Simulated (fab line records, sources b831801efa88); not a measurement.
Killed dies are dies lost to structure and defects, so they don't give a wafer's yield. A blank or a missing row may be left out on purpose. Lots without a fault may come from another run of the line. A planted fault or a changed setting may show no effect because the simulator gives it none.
Tool commonality check | flow sky130 | 14 lots, 42 wafers sampled

WHY IT WAS OPENED
At SKY_SONOS_TUNNEL_TW_MEAS_12 the reading SONOS_TUNNEL_TW is flagged on 2 of 14 lots. Wafers without a fault read 197.4, standard deviation 2.
Rule: a lot is flagged when every wafer of it that has a number lies more than 4 standard deviations from that mean, or none has a number. The other lots count as sound.

lot  | measured     | on            | SONOS_TUNNEL_TW, wafer by wafer | flag
L669 | day 11 14:55 | film_metro-01 | 196.4 197.3 196.7               |
L670 | day 12 02:19 | film_metro-02 | 198.0 197.5 197.1               |
L672 | day 12 17:13 | film_metro-01 | 210.2 210.4 210.3               | FLAGGED
L673 | day 12 18:58 | film_metro-01 | 209.5 209.7 210.2               | FLAGGED
L675 | day 13 18:11 | film_metro-03 | 200.0 199.5 199.4               |
L680 | day 15 09:28 | film_metro-03 | 200.7 201.3 201.4               |
L681 | day 15 13:37 | film_metro-01 | 194.0 195.1 195.2               |
L682 | day 15 19:55 | film_metro-02 | 198.1 197.5 197.6               |
L683 | day 16 04:27 | film_metro-01 | 196.4 194.9 196.3               |
L684 | day 16 17:39 | film_metro-03 | 201.1 200.2 200.2               |
L686 | day 17 05:34 | film_metro-01 | 196.9 195.5 194.9               |
L688 | day 17 21:08 | film_metro-02 | 198.8 197.5 198.2               |
L689 | day 18 00:52 | film_metro-01 | 195.7 194.3 195.8               |
L691 | day 18 20:41 | film_metro-01 | 195.6 195.8 196.1               |
The numbers of the flagged lots are 210.1 on average: +12.7 against the usual, or +6 standard deviations.

WHICH TOOL RAN EACH LOT
The record holds 2 process steps before the reading, out of a route of 708 steps. In each cell: the tool, then ch and the chambers that the sampled wafers went through, then the start.
lot  | flag    | SKY_FIELD_ISO_STRIP_16              | SKY_VT_ADJUST_PCH_COAT_02
L669 |         | plasma_asher-03 ch 0,1, day 2 09:31 | litho_track-01 ch 0, day 10 04:31
L670 |         | plasma_asher-03 ch 0,1, day 2 18:11 | litho_track-01 ch 0, day 10 14:02
L672 | FLAGGED | plasma_asher-02 ch 0,1, day 3 04:10 | litho_track-03, day 11 05:52
L673 | FLAGGED | plasma_asher-04 ch 0,1, day 3 06:37 | litho_track-01, day 11 06:56
L675 |         | plasma_asher-02 ch 0,1, day 3 19:10 | litho_track-03 ch 0, day 12 04:52
L680 |         | plasma_asher-04 ch 0,1, day 4 20:07 | litho_track-02 ch 0, day 13 16:49
L681 |         | plasma_asher-02 ch 0,1, day 5 01:22 | litho_track-02 ch 0, day 13 20:25
L682 |         | plasma_asher-04 ch 0,1, day 5 04:55 | litho_track-01 ch 0, day 14 03:07
L683 |         | plasma_asher-02 ch 0,1, day 5 11:16 | litho_track-03 ch 0, day 14 12:13
L684 |         | plasma_asher-04 ch 0,1, day 5 17:11 | litho_track-01 ch 0, day 14 23:32
L686 |         | plasma_asher-03 ch 0,1, day 6 02:22 | litho_track-01 ch 0, day 15 11:46
L688 |         | plasma_asher-02 ch 0,1, day 6 13:25 | litho_track-01 ch 0, day 16 00:58
L689 |         | plasma_asher-02 ch 0,1, day 6 17:52 | litho_track-01 ch 0, day 16 04:26
L691 |         | plasma_asher-03 ch 0,1, day 7 04:25 | litho_track-03 ch 0, day 16 23:34
What these steps do:
- SKY_FIELD_ISO_STRIP_16: strips in O2/N2.
- SKY_VT_ADJUST_PCH_COAT_02: resist thk 3000 nm.
- SKY_SONOS_TUNNEL_TW_MEAS_12

FLAGGED OVER TOTAL, TOOL BY TOOL (the gauges that took the reading come last)
step                        | tool            | lots run | flagged | share of the flagged lots | sound lots run after its first flagged lot
SKY_FIELD_ISO_STRIP_16      | plasma_asher-02 | 6        | 1       | some                      | 5 (L675,L681,L683,L688,L689)
SKY_FIELD_ISO_STRIP_16      | plasma_asher-03 | 4        | 0       | none                      | -
SKY_FIELD_ISO_STRIP_16      | plasma_asher-04 | 4        | 1       | some                      | 3 (L680,L682,L684)
SKY_VT_ADJUST_PCH_COAT_02   | litho_track-01  | 8        | 1       | some                      | 5 (L682,L684,L686,L688,L689)
SKY_VT_ADJUST_PCH_COAT_02   | litho_track-02  | 2        | 0       | none                      | -
SKY_VT_ADJUST_PCH_COAT_02   | litho_track-03  | 4        | 1       | some                      | 3 (L675,L683,L691)
SKY_SONOS_TUNNEL_TW_MEAS_12 | film_metro-01   | 8        | 2       | all                       | 5 (L681,L683,L686,L689,L691)
SKY_SONOS_TUNNEL_TW_MEAS_12 | film_metro-02   | 3        | 0       | none                      | -
SKY_SONOS_TUNNEL_TW_MEAS_12 | film_metro-03   | 3        | 0       | none                      | -

WHAT THE TABLE ALLOWS
1 row of the table ran every flagged lot: film_metro-01 at SKY_SONOS_TUNNEL_TW_MEAS_12.
- film_metro-01 at SKY_SONOS_TUNNEL_TW_MEAS_12: 2 of its 8 lots flagged. Sound lots ran on it after the first flagged one (L681, L683, L686, L689, L691), which a lasting fault on the whole tool wouldn't allow.
No row of the table ran every flagged lot and no sound lot after the first.

WHAT THE SIMULATOR HAD PUT IN
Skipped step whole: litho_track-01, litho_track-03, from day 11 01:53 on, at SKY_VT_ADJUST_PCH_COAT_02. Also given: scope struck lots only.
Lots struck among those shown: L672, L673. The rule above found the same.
